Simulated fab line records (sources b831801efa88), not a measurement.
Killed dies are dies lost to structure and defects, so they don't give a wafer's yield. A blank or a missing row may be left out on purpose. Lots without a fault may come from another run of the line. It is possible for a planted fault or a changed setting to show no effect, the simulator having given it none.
Struck lot and sound lot, side by side | flow sky130 | 14 out of 708 route steps
Sound: these wafers, L542.3, L542.5, L542.6. Wafers L539.1, L539.4, L539.6 were the ones struck. The cause comes at the end.
At each step with rows: each side's tool, then ch and its chambers, then its first start. Under that, the readings that differ: sound wafers | struck wafers | difference of the means | sigmas: that difference in standard deviations of wafers without a fault.
alike: readings with means less than 2 such deviations apart, plus words and numbers identical on both sides. not compared: withheld readings, readings lacking a value on some wafer, bounds such as >300 that could conceal the same value, and numbers that have no deviation in the record and whose values overlap.
The two part at a step that has a row with sigmas, a row that says differs or no value, or rows on one side only. Non-overlapping numbers with no deviation appear without sigmas and do not part them. Lack of a reading on every wafer of one side parts them only where that side has two or more wafers.

first, 5 steps without rows for these wafers: SKY_POLY_GATE_COAT_08 (resist thk 450 nm); SKY_POLY_GATE_SOFTBAKE_09 (time 90 s); SKY_POLY_GATE_EXPOSE_10 (exposes mask P1M, target cd 150 nm); SKY_POLY_GATE_PEB_11; SKY_POLY_GATE_DEVELOP_12 (develop time 60 s).
SKY_POLY_GATE_CD_MEAS_13: target cd 150 nm.
  sound: cd_sem-02 at day 22 12:53; struck: cd_sem-01 at day 21 13:08
  alike: cd_nm
SKY_POLY_GATE_OVL_MEAS_14:
  sound: overlay-02 at day 22 12:59; struck: overlay-01 at day 21 13:15
  alike: POLY_GATE_OVL
SKY_POLY_GATE_ETCH_15: etches BARC in N2/H2, stops on SiO2, time 118.5 s, target depth 110 nm.
  sound on rie_diel-04 ch 0,1, day 22 13:01; struck on rie_diel-04 ch 0,2,3, day 21 13:17
  alike: chamber_pressure_mTorr, drypump_motor_current_A, oes_product_au, throttle_valve_pct
  not compared: rf_hours_counter_h
SKY_POLY_GATE_ETCH_16: etches Si3N4 in CH3F/O2, stops on poly-Si, time 147.5 s, target depth 75 nm.
  sound on rie_diel-04 ch 0,1, day 22 13:05; struck on rie_diel-04 ch 0,2,3, day 21 13:22
  alike: chamber_pressure_mTorr, drypump_motor_current_A, oes_product_au, throttle_valve_pct
  not compared: rf_hours_counter_h
SKY_POLY_GATE_ETCH_17: etches poly-Si in HBr/Cl2, stops on SiO2, target depth 180 nm, time 70.5 s.
  sound on rie_si-02 ch 2,3, day 22 13:11; struck on rie_si-01 ch 2,3, day 21 13:28
  reading                      | sound          | struck         | difference | sigmas
  drypump_motor_current_A (A)  | 5.9 6.0 5.8    | 5.3 5.1 5.2    | -0.7       | -2
  he_backside_leak_sccm (sccm) | 3.58 2.94 2.42 | 2.57 2.43 2.34 | -0.53      | -2
  alike: chamber_pressure_mTorr, oes_product_au, throttle_valve_pct
  not compared: rf_hours_counter_h
SKY_POLY_GATE_STRIP_18: strips in O2/N2.
  sound on plasma_asher-02 ch 0,1, day 22 13:17; struck on plasma_asher-01 ch 0,1, day 21 13:32
  alike: chamber_pressure_mTorr, drypump_motor_current_A, oes_product_au, strip_time_to_endpoint_s
  not compared: rf_hours_counter_h
then, 1 step without rows for these wafers: SKY_POLY_GATE_CLEAN_19 (cleans in SC1/SC2, time 150 s).
SKY_POLY_GATE_OXIDATION_20: stabilise 600 s, purge 300 s, target thk 4 nm.
  sound on furnace-01 ch 0, day 22 13:23; struck on furnace-02, day 21 13:41
  no value came back on the struck wafers for ox_temp_c (C), ox_temp_c_max, zone_power_upper_pct (%); on the sound wafers ox_temp_c (C) reads 849.9 849.6 850.5
SKY_POLY_GATE_CD_MEAS_22:
  sound: cd_sem-01 at day 22 14:46; struck: cd_sem-02 at day 21 14:59
  alike: cd_nm

== WHERE THEY PART ==
Last at SKY_POLY_GATE_OXIDATION_20 as far as this record goes, first at SKY_POLY_GATE_ETCH_17. Later steps at which nothing parts them and some readings are alike: SKY_POLY_GATE_CD_MEAS_22.

WHY: what had been put in by the simulator
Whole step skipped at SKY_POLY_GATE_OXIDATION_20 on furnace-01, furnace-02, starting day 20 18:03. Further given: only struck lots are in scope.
